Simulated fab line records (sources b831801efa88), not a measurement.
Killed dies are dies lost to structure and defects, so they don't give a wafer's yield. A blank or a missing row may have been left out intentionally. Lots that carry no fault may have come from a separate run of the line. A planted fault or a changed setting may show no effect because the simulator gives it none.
Tool commonality check || flow sky130 || 13 lots, 39 wafers sampled

## WHY THIS WAS OPENED
At SKY_DNWELL_TW_MEAS_09 the reading DNWELL_TW is flagged on 1 of 13 lots. Fault-free wafers read 1122, with a standard deviation of 7.2.
Rule: a lot is flagged in two cases, either no wafer of it has a number, or all its wafers with numbers fall more than 4 standard deviations from that mean. All remaining lots are regarded as sound.

{"lot": "L449", "measured": "day 3 06:25", "on": "film_metro-04", "DNWELL_TW, wafer by wafer": "1125 1134 1125", "flag": ""}
{"lot": "L450", "measured": "day 3 14:43", "on": "film_metro-03", "DNWELL_TW, wafer by wafer": "1116 1118 1118", "flag": ""}
{"lot": "L451", "measured": "day 3 16:44", "on": "film_metro-03", "DNWELL_TW, wafer by wafer": "1119 1115 1118", "flag": ""}
{"lot": "L453", "measured": "day 4 01:58", "on": "film_metro-04", "DNWELL_TW, wafer by wafer": "1125 1127 1124", "flag": ""}
{"lot": "L455", "measured": "day 4 16:31", "on": "film_metro-04", "DNWELL_TW, wafer by wafer": "30 30 30", "flag": "FLAGGED"}
{"lot": "L459", "measured": "day 5 11:04", "on": "film_metro-03", "DNWELL_TW, wafer by wafer": "1120 1107 1118", "flag": ""}
{"lot": "L464", "measured": "day 6 16:51", "on": "film_metro-01", "DNWELL_TW, wafer by wafer": "1122 1127 1138", "flag": ""}
{"lot": "L465", "measured": "day 6 20:16", "on": "film_metro-01", "DNWELL_TW, wafer by wafer": "1124 1117 1124", "flag": ""}
{"lot": "L466", "measured": "day 7 02:13", "on": "film_metro-04", "DNWELL_TW, wafer by wafer": "1118 1111 1111", "flag": ""}
{"lot": "L467", "measured": "day 7 09:14", "on": "film_metro-03", "DNWELL_TW, wafer by wafer": "1107 1110 1111", "flag": ""}
{"lot": "L468", "measured": "day 7 12:53", "on": "film_metro-04", "DNWELL_TW, wafer by wafer": "1112 1112 1118", "flag": ""}
{"lot": "L469", "measured": "day 7 20:01", "on": "film_metro-01", "DNWELL_TW, wafer by wafer": "1132 1125 1129", "flag": ""}
{"lot": "L471", "measured": "day 8 12:23", "on": "film_metro-01", "DNWELL_TW, wafer by wafer": "1127 1125 1124", "flag": ""}
Flagged lots average 30: -1092 relative to the usual, that is -99 or more standard deviations.

## EACH LOT AND THE TOOL IT RAN ON
The record keeps 1 process step preceding the reading, out of 708 steps on the route. Each cell gives the tool, then ch followed by the chambers the sampled wafers passed through, then the start.
{"lot": "L449", "flag": "", "SKY_DNWELL_EXPOSE_04": "iline_stepper-02 ch 0, day 2 22:17"}
{"lot": "L450", "flag": "", "SKY_DNWELL_EXPOSE_04": "iline_stepper-01 ch 0, day 3 06:33"}
{"lot": "L451", "flag": "", "SKY_DNWELL_EXPOSE_04": "iline_stepper-02 ch 0, day 3 08:46"}
{"lot": "L453", "flag": "", "SKY_DNWELL_EXPOSE_04": "iline_stepper-01 ch 0, day 3 17:25"}
{"lot": "L455", "flag": "FLAGGED", "SKY_DNWELL_EXPOSE_04": "iline_stepper-02 ch 0, day 4 07:22"}
{"lot": "L459", "flag": "", "SKY_DNWELL_EXPOSE_04": "iline_stepper-02 ch 0, day 5 01:15"}
{"lot": "L464", "flag": "", "SKY_DNWELL_EXPOSE_04": "iline_stepper-02 ch 0, day 6 07:33"}
{"lot": "L465", "flag": "", "SKY_DNWELL_EXPOSE_04": "iline_stepper-01 ch 0, day 6 11:11"}
{"lot": "L466", "flag": "", "SKY_DNWELL_EXPOSE_04": "iline_stepper-02 ch 0, day 6 16:23"}
{"lot": "L467", "flag": "", "SKY_DNWELL_EXPOSE_04": "iline_stepper-02 ch 0, day 6 21:29"}
{"lot": "L468", "flag": "", "SKY_DNWELL_EXPOSE_04": "iline_stepper-01 ch 0, day 7 02:32"}
{"lot": "L469", "flag": "", "SKY_DNWELL_EXPOSE_04": "iline_stepper-01 ch 0, day 7 10:20"}
{"lot": "L471", "flag": "", "SKY_DNWELL_EXPOSE_04": "iline_stepper-01 ch 0, day 8 01:44"}
What the steps here do:
- SKY_DNWELL_EXPOSE_04: exposes mask DNM, target cd 3000 nm.
- SKY_DNWELL_TW_MEAS_09

## FLAGGED AGAINST TOTAL, ONE TOOL AT A TIME (gauges that did the reading follow at the end)
{"step": "SKY_DNWELL_EXPOSE_04", "tool": "iline_stepper-01", "lots run": 6, "flagged": 0, "share of the flagged lots": "none", "sound lots run after its first flagged lot": "-"}
{"step": "SKY_DNWELL_EXPOSE_04", "tool": "iline_stepper-02", "lots run": 7, "flagged": 1, "share of the flagged lots": "all", "sound lots run after its first flagged lot": "4 (L459,L464,L466,L467)"}
{"step": "SKY_DNWELL_TW_MEAS_09", "tool": "film_metro-01", "lots run": 4, "flagged": 0, "share of the flagged lots": "none", "sound lots run after its first flagged lot": "-"}
{"step": "SKY_DNWELL_TW_MEAS_09", "tool": "film_metro-03", "lots run": 4, "flagged": 0, "share of the flagged lots": "none", "sound lots run after its first flagged lot": "-"}
{"step": "SKY_DNWELL_TW_MEAS_09", "tool": "film_metro-04", "lots run": 5, "flagged": 1, "share of the flagged lots": "all", "sound lots run after its first flagged lot": "2 (L466,L468)"}

## WHAT THE TABLE ALLOWS
Rows of the table that ran all the flagged lots, 2 in number: iline_stepper-02 at SKY_DNWELL_EXPOSE_04; film_metro-04 at SKY_DNWELL_TW_MEAS_09.
- iline_stepper-02 at SKY_DNWELL_EXPOSE_04 ran 7 lots, 1 of them flagged. Sound lots ran on it after the first flagged one (L459, L464, L466, L467), which a lasting fault on the whole tool wouldn't allow.
- film_metro-04 at SKY_DNWELL_TW_MEAS_09 ran 5 lots, 1 of them flagged. Sound lots ran on it after the first flagged one (L466, L468), which a lasting fault on the whole tool wouldn't allow.
Not one row of the table ran every flagged lot while running no sound lot after the first.

## WHAT WAS PUT IN BY THE SIMULATOR
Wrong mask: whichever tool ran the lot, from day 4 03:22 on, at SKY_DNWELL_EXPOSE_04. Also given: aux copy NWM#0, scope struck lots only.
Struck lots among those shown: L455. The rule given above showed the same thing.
